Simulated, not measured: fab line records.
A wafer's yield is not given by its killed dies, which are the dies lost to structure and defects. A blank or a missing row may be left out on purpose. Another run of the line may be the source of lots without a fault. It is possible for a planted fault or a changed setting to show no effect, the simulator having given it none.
Which tool is to blame? / flow gf180mcu / 13 lots with 39 wafers sampled at 5 steps, on a route of 602 steps

WHAT EACH GAUGE READ, for each wafer
GF_DNWELL_TW_MEAS_09.
lot=L171; measured=day 2 18:41; on=filmMetro-03; DNWELL_TW=1397 1405 1393
lot=L172; measured=day 2 23:38; on=filmMetro-03; DNWELL_TW=1396 1388 1390
lot=L173; measured=day 3 04:59; on=filmMetro-03; DNWELL_TW=1382 1389 1385
lot=L174; measured=day 3 10:18; on=filmMetro-02; DNWELL_TW=1342 1343 1341
lot=L177; measured=day 4 03:11; on=filmMetro-03; DNWELL_TW=1386 1389 1390
lot=L179; measured=day 4 12:11; on=filmMetro-03; DNWELL_TW=1370 1375 1377
lot=L180; measured=day 4 18:47; on=filmMetro-01; DNWELL_TW=1343 1330 1333
lot=L186; measured=day 6 02:14; on=filmMetro-01; DNWELL_TW=1350 1352 1358
lot=L190; measured=day 6 23:45; on=filmMetro-01; DNWELL_TW=1352 1346 1348
lot=L191; measured=day 7 05:09; on=filmMetro-02; DNWELL_TW=1360 1364 1355
lot=L192; measured=day 7 12:05; on=filmMetro-03; DNWELL_TW=1392 1390 1390
lot=L193; measured=day 7 15:46; on=filmMetro-01; DNWELL_TW=1342 1349 1343
lot=L194; measured=day 7 22:56; on=filmMetro-02; DNWELL_TW=1362 1356 1362

GF_NWELL_OVL_MEAS_07.
lot=L171; measured=day 3 06:23; on=overlay-02; NWELL_OVL (nm)=-2.3 -2.1 -2.4
lot=L172; measured=day 3 11:35; on=overlay-02; NWELL_OVL (nm)=-2.9 -1.8 -1.4
lot=L173; measured=day 3 18:00; on=overlay-01; NWELL_OVL (nm)=-0.7 0.0 -0.1
lot=L174; measured=day 3 23:14; on=overlay-01; NWELL_OVL (nm)=1.8 -1.0 1.3
lot=L177; measured=day 4 16:42; on=overlay-01; NWELL_OVL (nm)=-3.0 -3.3 -2.6
lot=L179; measured=day 5 01:20; on=overlay-01; NWELL_OVL (nm)=0.9 -0.6 0.4
lot=L180; measured=day 5 09:05; on=overlay-01; NWELL_OVL (nm)=-0.1 0.2 0.2
lot=L186; measured=day 6 17:44; on=overlay-02; NWELL_OVL (nm)=-1.5 -1.4 -0.6
lot=L190; measured=day 7 15:10; on=overlay-01; NWELL_OVL (nm)=0.1 -0.5 -0.3
lot=L191; measured=day 7 20:40; on=overlay-02; NWELL_OVL (nm)=-1.1 -0.3 -1.2
lot=L192; measured=day 8 04:09; on=overlay-02; NWELL_OVL (nm)=-0.4 0.5 0.2
lot=L193; measured=day 8 08:08; on=overlay-02; NWELL_OVL (nm)=-0.7 -0.1 -0.6
lot=L194; measured=day 8 14:33; on=overlay-01; NWELL_OVL (nm)=-1.6 -1.6 -2.1

GF_VT_IMPLANT_OVL_MEAS_40.
lot=L171; measured=day 7 11:03; on=overlay-01; VT_IMPLANT_03_OVL (nm)=0.7 0.4 1.7
lot=L172; measured=day 7 19:37; on=overlay-01; VT_IMPLANT_03_OVL (nm)=0.8 0.5 0.1
lot=L173; measured=day 8 03:27; on=overlay-01; VT_IMPLANT_03_OVL (nm)=-2.0 -2.6 -1.1
lot=L174; measured=day 8 09:37; on=overlay-01; VT_IMPLANT_03_OVL (nm)=0.5 -1.4 -0.5
lot=L177; measured=day 9 08:13; on=overlay-02; VT_IMPLANT_03_OVL (nm)=0.0 0.9 -0.1
lot=L179; measured=day 9 17:11; on=overlay-01; VT_IMPLANT_03_OVL (nm)=-0.2 -1.4 -3.3
lot=L180; measured=day 10 03:59; on=overlay-02; VT_IMPLANT_03_OVL (nm)=2.1 1.7 0.2
lot=L186; measured=day 11 17:14; on=overlay-02; VT_IMPLANT_03_OVL (nm)=0.4 -1.3 -0.1
lot=L190; measured=day 12 20:46; on=overlay-02; VT_IMPLANT_03_OVL (nm)=- - -
lot=L191; measured=day 13 01:59; on=overlay-02; VT_IMPLANT_03_OVL (nm)=-1.2 0.3 -0.7
lot=L192; measured=day 13 12:51; on=overlay-01; VT_IMPLANT_03_OVL (nm)=- - -
lot=L193; measured=day 13 16:47; on=overlay-01; VT_IMPLANT_03_OVL (nm)=1.2 0.5 -0.6
lot=L194; measured=day 14 00:04; on=overlay-01; VT_IMPLANT_03_OVL (nm)=0.5 -0.1 1.0

GF_VT_IMPLANT_TW_MEAS_43.
lot=L171; measured=day 7 11:20; on=filmMetro-02; VT_IMPLANT_4_TW=685 687 691
lot=L172; measured=day 7 19:55; on=filmMetro-01; VT_IMPLANT_4_TW=690 691 692
lot=L173; measured=day 8 03:44; on=filmMetro-02; VT_IMPLANT_4_TW=690 687 691
lot=L174; measured=day 8 09:55; on=filmMetro-02; VT_IMPLANT_4_TW=690 691 690
lot=L177; measured=day 9 08:31; on=filmMetro-04; VT_IMPLANT_4_TW=678 680 683
lot=L179; measured=day 9 17:29; on=filmMetro-04; VT_IMPLANT_4_TW=684 680 684
lot=L180; measured=day 10 04:17; on=filmMetro-04; VT_IMPLANT_4_TW=683 682 683
lot=L186; measured=day 11 17:31; on=filmMetro-01; VT_IMPLANT_4_TW=688 689 686
lot=L190; measured=day 12 21:03; on=filmMetro-02; VT_IMPLANT_4_TW=30 30 30
lot=L191; measured=day 13 02:17; on=filmMetro-04; VT_IMPLANT_4_TW=679 679 680
lot=L192; measured=day 13 13:08; on=filmMetro-01; VT_IMPLANT_4_TW=30 30 30
lot=L193; measured=day 13 17:04; on=filmMetro-02; VT_IMPLANT_4_TW=689 689 688
lot=L194; measured=day 14 00:22; on=filmMetro-02; VT_IMPLANT_4_TW=688 691 690

WHAT TOOL EACH LOT RAN ON (gives the tool, then ch and the chambers of the sampled wafers, and finally the start)
lot=L171; GF_VT_IMPLANT_DEVELOP_39=lithoTrack-01 ch 0, day 7 10:54
lot=L172; GF_VT_IMPLANT_DEVELOP_39=lithoTrack-02 ch 0, day 7 19:28
lot=L173; GF_VT_IMPLANT_DEVELOP_39=lithoTrack-01 ch 0, day 8 03:18
lot=L174; GF_VT_IMPLANT_DEVELOP_39=lithoTrack-02 ch 0, day 8 09:28
lot=L177; GF_VT_IMPLANT_DEVELOP_39=lithoTrack-02 ch 0, day 9 08:04
lot=L179; GF_VT_IMPLANT_DEVELOP_39=lithoTrack-04 ch 0, day 9 17:03
lot=L180; GF_VT_IMPLANT_DEVELOP_39=lithoTrack-04 ch 0, day 10 03:51
lot=L186; GF_VT_IMPLANT_DEVELOP_39=lithoTrack-04 ch 0, day 11 17:05
lot=L190; GF_VT_IMPLANT_DEVELOP_39=lithoTrack-01 ch 0, day 12 20:39
lot=L191; GF_VT_IMPLANT_DEVELOP_39=lithoTrack-04 ch 0, day 13 01:53
lot=L192; GF_VT_IMPLANT_DEVELOP_39=lithoTrack-01 ch 0, day 13 12:42
lot=L193; GF_VT_IMPLANT_DEVELOP_39=lithoTrack-02 ch 0, day 13 16:38
lot=L194; GF_VT_IMPLANT_DEVELOP_39=lithoTrack-02 ch 0, day 13 23:55
- GF_VT_IMPLANT_DEVELOP_39: develop time 60 s.

AS READ BY THE TOOLS THEMSELVES (means over the sampled wafers that have a number; for cases with no such wafer, the mark the record gives instead)
The record holds no such reading with a usual standard deviation.

THE ANSWER, worked out from the rows above alone
Rule: the lots themselves supply what counts as usual. Put in order of their means at a reading, lots are off if they are a third of the lots or fewer, leave a main group of 4 or more, and stand apart from it by a gap of 3 or more times the standard deviation of the main group's means; of several such gaps the widest counts. A main group is skipped when, at the precision printed for the reading in the tables above, its means are all equal. A lot without any number at a reading at which 4 lots or more have one is off too. Any other lot the step has rows for is counted as sound. Order of review: gauges by route order, followed by the tools' own readings, for which a lot's mean as printed above is used. The first step at which some lot is off is used, and at that step the reading that is off furthest; a lot without a number counts as furthest.
Off: L190, L192, seen at GF_VT_IMPLANT_OVL_MEAS_40 (VT_IMPLANT_03_OVL). Without a number there: L190, L192. The main group has a mean of -0.1 nm with a standard deviation of 0.96.
If a tool, at a process step before that reading, ran all the lots that are off and no sound lot after the first of them, it fits. Not tried: the gauges at GF_VT_IMPLANT_OVL_MEAS_40; whatever is off there is also off at GF_VT_IMPLANT_TW_MEAS_43, on other tools, and gauge error can't account for it. One fits: lithoTrack-01 at GF_VT_IMPLANT_DEVELOP_39. Its last sound lot is L173 (day 8 03:18), its first lot that is off L190 (day 12 20:39): a fault that began between those two fits.

WHAT WAS PUT IN BY THE SIMULATOR
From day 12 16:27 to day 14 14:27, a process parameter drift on lithoTrack-01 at GF_VT_IMPLANT_DEVELOP_39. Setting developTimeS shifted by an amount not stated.
Lots struck among those shown: L190, L192. The rule above found the same.
